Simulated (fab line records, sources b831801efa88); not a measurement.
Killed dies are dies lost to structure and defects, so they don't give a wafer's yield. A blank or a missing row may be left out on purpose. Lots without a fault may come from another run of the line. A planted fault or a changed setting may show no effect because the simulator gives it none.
Tool commonality check | flow gf180mcu | 11 lots, 33 wafers sampled

WHY IT WAS OPENED
At GF_HV_LDD_TW_MEAS_38 the reading HV_LDD_3_TW is flagged on 2 of 11 lots. Wafers without a fault read 1420, standard deviation 17.
Rule: a lot is flagged when every wafer of it that has a number lies more than 4 standard deviations from that mean, or none has a number. The other lots count as sound.

lot  | measured     | on            | HV_LDD_3_TW, wafer by wafer | flag
L952 | day 13 09:56 | film_metro-04 | 1406 1404 1403              |
L958 | day 15 04:58 | film_metro-02 | 1445 1448 1446              |
L959 | day 15 14:07 | film_metro-04 | 1415 1410 1402              |
L960 | day 15 19:07 | film_metro-03 | 1423 1428 1429              |
L961 | day 16 00:52 | film_metro-03 | 30 30 30                    | FLAGGED
L962 | day 16 07:38 | film_metro-04 | 29 29 29                    | FLAGGED
L969 | day 18 21:38 | film_metro-04 | 1408 1399 1402              |
L971 | day 19 04:19 | film_metro-03 | 1413 1417 1415              |
L972 | day 19 10:01 | film_metro-03 | 1415 1427 1418              |
L973 | day 20 00:56 | film_metro-02 | 1435 1436 1443              |
L974 | day 20 01:56 | film_metro-02 | 1427 1439 1435              |
The numbers of the flagged lots are 30 on average: -1390 against the usual, or -82 standard deviations.

WHICH TOOL RAN EACH LOT
The record holds 3 process steps before the reading, out of a route of 602 steps. In each cell: the tool, then ch and the chambers that the sampled wafers went through, then the start.
lot  | flag    | GF_HV_LDD_STRIP_10                   | GF_HV_LDD_STRIP_22                   | GF_HV_LDD_STRIP_37
L952 |         | plasma_asher-03 ch 0,1, day 11 16:52 | plasma_asher-02 ch 0,1, day 12 12:19 | plasma_asher-02 ch 0,1, day 13 09:50
L958 |         | plasma_asher-02 ch 0,1, day 13 08:31 | plasma_asher-03 ch 0,1, day 14 06:05 | plasma_asher-04 ch 0,1, day 15 04:52
L959 |         | plasma_asher-02 ch 0,1, day 13 18:26 | plasma_asher-04 ch 0,1, day 14 15:19 | plasma_asher-04 ch 0,1, day 15 14:01
L960 |         | plasma_asher-03 ch 0,1, day 13 22:43 | plasma_asher-02 ch 0,1, day 14 19:46 | plasma_asher-04 ch 0,1, day 15 19:01
L961 | FLAGGED | plasma_asher-02 ch 1, day 14 04:19   | plasma_asher-02 ch 0,1, day 15 02:13 | plasma_asher-04 ch 0,1, day 16 00:46
L962 | FLAGGED | plasma_asher-03 ch 0,1, day 14 09:59 | plasma_asher-03 ch 0,1, day 15 08:29 | plasma_asher-03 ch 0,1, day 16 07:32
L969 |         | plasma_asher-03 ch 0,1, day 16 18:02 | plasma_asher-02 ch 0,1, day 17 18:47 | plasma_asher-02 ch 0,1, day 18 21:32
L971 |         | plasma_asher-03 ch 0, day 17 01:04   | plasma_asher-02 ch 0,1, day 18 02:05 | plasma_asher-03 ch 0,1, day 19 04:13
L972 |         | plasma_asher-03 ch 0,1, day 17 05:47 | plasma_asher-03 ch 0,1, day 18 07:19 | plasma_asher-02 ch 0,1, day 19 09:55
L973 |         | plasma_asher-03 ch 0,1, day 17 20:20 | plasma_asher-03 ch 0,1, day 18 22:20 | plasma_asher-04 ch 0,1, day 20 00:50
L974 |         | plasma_asher-04 ch 0,1, day 17 20:28 | plasma_asher-02 ch 0,1, day 18 22:38 | plasma_asher-04 ch 0,1, day 20 01:52
What these steps do:
- GF_HV_LDD_STRIP_10: strips in O2/N2.
- GF_HV_LDD_STRIP_22: strips in O2/N2.
- GF_HV_LDD_STRIP_37: strips in O2/N2.
- GF_HV_LDD_TW_MEAS_38

FLAGGED OVER TOTAL, TOOL BY TOOL (the gauges that took the reading come last)
step                 | tool            | lots run | flagged | share of the flagged lots | sound lots run after its first flagged lot
GF_HV_LDD_STRIP_10   | plasma_asher-02 | 3        | 1       | some                      | 0
GF_HV_LDD_STRIP_10   | plasma_asher-03 | 7        | 1       | some                      | 4 (L969,L971,L972,L973)
GF_HV_LDD_STRIP_10   | plasma_asher-04 | 1        | 0       | none                      | -
GF_HV_LDD_STRIP_22   | plasma_asher-02 | 6        | 1       | some                      | 3 (L969,L971,L974)
GF_HV_LDD_STRIP_22   | plasma_asher-03 | 4        | 1       | some                      | 2 (L972,L973)
GF_HV_LDD_STRIP_22   | plasma_asher-04 | 1        | 0       | none                      | -
GF_HV_LDD_STRIP_37   | plasma_asher-02 | 3        | 0       | none                      | -
GF_HV_LDD_STRIP_37   | plasma_asher-03 | 2        | 1       | some                      | 1 (L971)
GF_HV_LDD_STRIP_37   | plasma_asher-04 | 6        | 1       | some                      | 2 (L973,L974)
GF_HV_LDD_TW_MEAS_38 | film_metro-02   | 3        | 0       | none                      | -
GF_HV_LDD_TW_MEAS_38 | film_metro-03   | 4        | 1       | some                      | 2 (L971,L972)
GF_HV_LDD_TW_MEAS_38 | film_metro-04   | 4        | 1       | some                      | 1 (L969)

WHAT THE TABLE ALLOWS
No row of the table ran every flagged lot.

WHAT THE SIMULATOR HAD PUT IN
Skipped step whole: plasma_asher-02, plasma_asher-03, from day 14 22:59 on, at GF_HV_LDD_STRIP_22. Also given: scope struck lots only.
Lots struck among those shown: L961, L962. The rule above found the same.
